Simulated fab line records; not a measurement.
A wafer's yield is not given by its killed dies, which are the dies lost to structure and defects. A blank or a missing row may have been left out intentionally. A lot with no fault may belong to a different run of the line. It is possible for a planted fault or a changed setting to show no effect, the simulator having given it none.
Comparing a struck lot with a sound one ; flow sky130 ; 31 out of 708 route steps
Sound: wafers L978.1, L978.4, L978.6. Struck: wafer L983.5 (L983.2, L983.6, from the same lot, were not struck and are left out); the cause is given at the end.
Per side, at each step with rows, come the tool, then ch with its chambers, and then its first start. Under that, the readings that differ: sound wafers ; struck wafers ; difference of the means ; sigmas: that difference in standard deviations of wafers without a fault.
alike: same words and numbers on both sides, and readings whose means sit less than 2 such deviations apart. not compared: any withheld reading, any reading some wafer has no value for, any bound like >300 that may hide the same value, and any number with overlapping values for which the record gives no deviation.
Wherever a step has rows on one side only, a row that says differs or no value, or a row with sigmas, the two part there. When numbers do not overlap yet have no deviation, they are printed without sigmas and do not part them. A reading that every wafer of one side lacks parts them only if that side has two wafers or more.

SKY_LI_CONTACT_OVL_MEAS_13:
  sound: overlay-01 at day 32 06:48; struck: overlay-02 at day 33 23:06
  alike: LI_CONTACT_OVL
SKY_LI_CONTACT_ETCH_14: etches BARC in N2/H2, stops on SiO2, time 45.9 s, target depth 60 nm.
  sound on rieDiel-03 ch 0,2,3, day 32 06:50; struck on rieDiel-03 ch 0, day 33 23:08
reading;sound;struck;difference;sigmas
oesProductAu (a.u.);0.845 0.855 0.856;0.862;+0.010;+2
  alike: drypumpMotorCurrentA, rfFwdPowerW, throttleValvePct
  not compared: rfHoursCounterH
then, 4 steps without rows for these wafers: SKY_LI_CONTACT_ETCH_15 (etches PSG in C4F8/O2/Ar, stops on Si, target depth 600 nm); SKY_LI_CONTACT_STRIP_16 (strips in O2/N2); SKY_LI_CONTACT_CLEAN_17 (cleans in NMP, time 600 s); SKY_LI_CONTACT_PRE_CLEAN_18 (time 5.6 s).
SKY_LI_CONTACT_SPUTTER_19: material Ti, target thk 20 nm, time 106.37 s.
  sound: pvdSputter-04 at day 32 07:16; struck: pvdSputter-04 at day 33 23:33
  alike: cathodeDcPowerW, throttleValvePct
SKY_LI_CONTACT_SPUTTER_20: material TiN, target thk 20 nm, time 80 s.
  sound: pvdSputter-04 at day 32 07:21; struck: pvdSputter-04 at day 33 23:38
  alike: cathodeDcPowerW, throttleValvePct
then, 1 step without rows for these wafers: SKY_LI_CONTACT_CVD_21 (deposits W, target thk 400 nm, time 120.56 s).
SKY_LI_CONTACT_RS_MEAS_22: measures by four-point-probe.
  sound: filmMetro-04 at day 32 07:32; struck: filmMetro-03 at day 33 23:50
  alike: LI_CONTACT_W_RS
SKY_LI_CONTACT_THK_MEAS_23: measures by xrf.
  sound: filmMetro-04 at day 32 07:39; struck: filmMetro-03 at day 33 23:57
  alike: LI_CONTACT_W_THK
SKY_LI_CONTACT_CMP_24: polishes, stops on PSG, t overpolish 20 s, target thk 0 nm.
  sound on cmp-01 ch 0,2,3, day 32 07:43; struck on cmp-02 ch 0, day 34 00:09
reading;sound;struck;difference;sigmas
timeToEndpointS (s);105 109 106;95;-12;-3
  alike: motorCurrentA, overpolishRunS, slurryFlowMlMin
SKY_LOCAL_INTERCONNECT_SPUTTER_00: material TiN, target thk 100 nm, time 83.3 s.
  sound: pvdSputter-01 at day 32 08:01; struck: pvdSputter-01 at day 34 00:18
reading;sound;struck;difference;sigmas
cathodeDcPowerW (W);6499.3 6500.6 6499.5;6901.8;+402.0;+99 or more
model.TiN_of_LOCAL_INTERCONNECT_SPUTTER_00.thkNm (nm);102.3 100.2 100.9;106.7;+5.6;
  alike: throttleValvePct
SKY_LOCAL_INTERCONNECT_RS_MEAS_01: measures by four-point-probe.
  sound: filmMetro-01 at day 32 08:05; struck: filmMetro-03 at day 34 00:23
reading;sound;struck;difference;sigmas
LOCAL_INTERCONNECT_TIN_RS (ohm/sq);13.85 14.14 14.01;13.23;-0.77;-5
SKY_LOCAL_INTERCONNECT_THK_MEAS_02: measures by xrf.
  sound: filmMetro-01 at day 32 08:12; struck: filmMetro-03 at day 34 00:29
reading;sound;struck;difference;sigmas
LOCAL_INTERCONNECT_TIN_THK (nm);99.6 97.8 98.1;103.3;+4.8;+4
then, 8 steps without rows for these wafers: SKY_LOCAL_INTERCONNECT_DEHYDRATE_03 (time 60 s); SKY_LOCAL_INTERCONNECT_HMDS_04 (prime time 60 s); SKY_LOCAL_INTERCONNECT_COAT_05 (resist thk 60 nm); SKY_LOCAL_INTERCONNECT_COAT_06 (resist thk 450 nm); SKY_LOCAL_INTERCONNECT_SOFTBAKE_07 (time 90 s); SKY_LOCAL_INTERCONNECT_EXPOSE_08 (exposes mask LI1M, target cd 170 nm); SKY_LOCAL_INTERCONNECT_PEB_09; SKY_LOCAL_INTERCONNECT_DEVELOP_10 (develop time 60 s).
SKY_LOCAL_INTERCONNECT_CD_MEAS_11: target cd 170 nm.
  sound: cdSem-02 at day 33 11:02; struck: cdSem-02 at day 35 03:32
  alike: cdNm
SKY_LOCAL_INTERCONNECT_OVL_MEAS_12:
  sound: overlay-01 at day 33 11:10; struck: overlay-01 at day 35 03:39
  alike: LOCAL_INTERCONNECT_OVL
SKY_LOCAL_INTERCONNECT_ETCH_13: etches BARC in N2/H2, stops on SiO2, time 45.9 s, target depth 60 nm.
  sound on rieMetal-02 ch 0,1, day 33 11:11; struck on rieMetal-03 ch 1, day 35 03:41
  alike: drypumpMotorCurrentA, oesProductAu, rfFwdPowerW, throttleValvePct
  not compared: rfHoursCounterH
SKY_LOCAL_INTERCONNECT_METAL_ETCH_14: etches TiN in Cl2/BCl3, stops on PSG, target depth 110 nm, time 31.4 s.
  sound on rieMetal-02 ch 0,1, day 33 11:16; struck on rieMetal-03 ch 1, day 35 03:44
reading;sound;struck;difference;sigmas
oesProductAu (a.u.);0.950 0.940 0.944;0.971;+0.026;+3
  alike: drypumpMotorCurrentA, rfFwdPowerW, throttleValvePct
  not compared: rfHoursCounterH
then, 1 step without rows for these wafers: SKY_LOCAL_INTERCONNECT_STRIP_15 (strips in O2/N2).
SKY_LOCAL_INTERCONNECT_STRIP_16: strips in post etch residue remover, time 1200 s.
  sound on wetBench-01 ch 0, day 33 11:25; struck on wetBench-04 ch 3, day 35 03:53
reading;sound;struck;difference;sigmas
model.TiN_of_LOCAL_INTERCONNECT_SPUTTER_00.thkNm (nm);101.8 99.76 100.5;106.3;+5.6;
then, 1 step without rows for these wafers: SKY_LOCAL_INTERCONNECT_CLEAN_17 (cleans in IPA, time 180 s).
-- a jump in the record: the struck wafers' starts before and after are 14 days apart (it breaks off in module LOCAL_INTERCONNECT and resumes in module PAD_OPEN, where the first step shown is number 708 of the route) --
SKY_PAD_OPEN_PROBE_99:
  sound: prober-02 at day 48 01:41; struck: prober-01 at day 49 07:53
reading;sound;struck;difference;sigmas
model.etest.resLi.lineOhmUm;73.32 74.09 74.3;71.78;-2.12;
model.etest.resLi.rsOhmSq;12.53 12.84 12.73;12.11;-0.59;

WHERE THEY PART
Last at SKY_LOCAL_INTERCONNECT_METAL_ETCH_14 as far as this record goes, first at SKY_LI_CONTACT_ETCH_14.

WHY: what had been put in by the simulator
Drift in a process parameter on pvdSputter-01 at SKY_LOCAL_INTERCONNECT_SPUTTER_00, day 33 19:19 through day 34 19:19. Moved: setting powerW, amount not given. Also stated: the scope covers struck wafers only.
